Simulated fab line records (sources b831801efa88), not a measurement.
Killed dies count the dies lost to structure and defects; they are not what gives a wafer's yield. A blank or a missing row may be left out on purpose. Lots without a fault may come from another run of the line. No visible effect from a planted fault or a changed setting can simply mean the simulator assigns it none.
Which tool is to blame? + flow sky130 + 36 wafers from 12 lots sampled at 2 of the route's 708 steps

WHAT EACH GAUGE READ, for each wafer
SKY_NWELL_RS_MEAS_29: measures by four-point-probe.
| lot  | measured     | on            | NWELL_RS (ohm/sq) |
|------|--------------|---------------|-------------------|
| L075 | day 5 17:17  | film-metro-02 | 623.0 621.2 621.4 |
| L077 | day 6 03:41  | film-metro-02 | 622.9 623.1 621.3 |
| L079 | day 6 13:59  | film-metro-04 | 619.4 619.7 622.7 |
| L081 | day 7 02:14  | film-metro-04 | 623.4 623.6 623.3 |
| L083 | day 7 14:58  | film-metro-02 | 625.6 627.2 625.8 |
| L085 | day 8 02:40  | film-metro-01 | 625.5 625.4 625.5 |
| L087 | day 8 14:40  | film-metro-02 | 622.8 622.2 623.9 |
| L089 | day 9 01:37  | film-metro-04 | 619.2 621.4 620.4 |
| L091 | day 9 16:17  | film-metro-01 | 627.7 626.9 627.3 |
| L093 | day 10 05:47 | film-metro-01 | 627.7 625.5 627.1 |
| L095 | day 10 12:58 | film-metro-02 | 626.8 625.9 628.8 |
| L097 | day 11 05:20 | film-metro-04 | 624.1 625.0 623.6 |

WHAT TOOL EACH LOT RAN ON (gives the tool, then ch and the chambers of the sampled wafers, and finally the start)
| lot  | SKY_NWELL_RTA_28                 |
|------|----------------------------------|
| L075 | rtp-anneal-02 ch 0, day 5 17:11  |
| L077 | rtp-anneal-02 ch 0, day 6 03:35  |
| L079 | rtp-anneal-01 ch 0, day 6 13:53  |
| L081 | rtp-anneal-02 ch 0, day 7 02:07  |
| L083 | rtp-anneal-02 ch 0, day 7 14:52  |
| L085 | rtp-anneal-02 ch 0, day 8 02:33  |
| L087 | rtp-anneal-01 ch 0, day 8 14:34  |
| L089 | rtp-anneal-02 ch 0, day 9 01:31  |
| L091 | rtp-anneal-01 ch 0, day 9 16:11  |
| L093 | rtp-anneal-01 ch 0, day 10 05:41 |
| L095 | rtp-anneal-02 ch 0, day 10 12:52 |
| L097 | rtp-anneal-02 ch 0, day 11 05:14 |
- SKY_NWELL_RTA_28: time 30 s.

THE ANSWER, worked out from the rows above alone
Rule: the lots themselves supply what counts as usual. The widest of any qualifying gaps counts: lots, ordered by their means at a reading, are off when they make up no more than a third of the lots, leave a main group of 4 or more, and stand apart from it by 3 or more times the standard deviation of that group's means. The tables above print the reading to a certain number of digits; a main group whose means all agree to those digits is not used. A lot without any number at a reading at which 4 lots or more have one is off too. The other lots that the step has rows for count as sound.
No lot is off on any of the readings shown, so nothing can be concluded from this.

WHAT WAS PUT IN BY THE SIMULATOR
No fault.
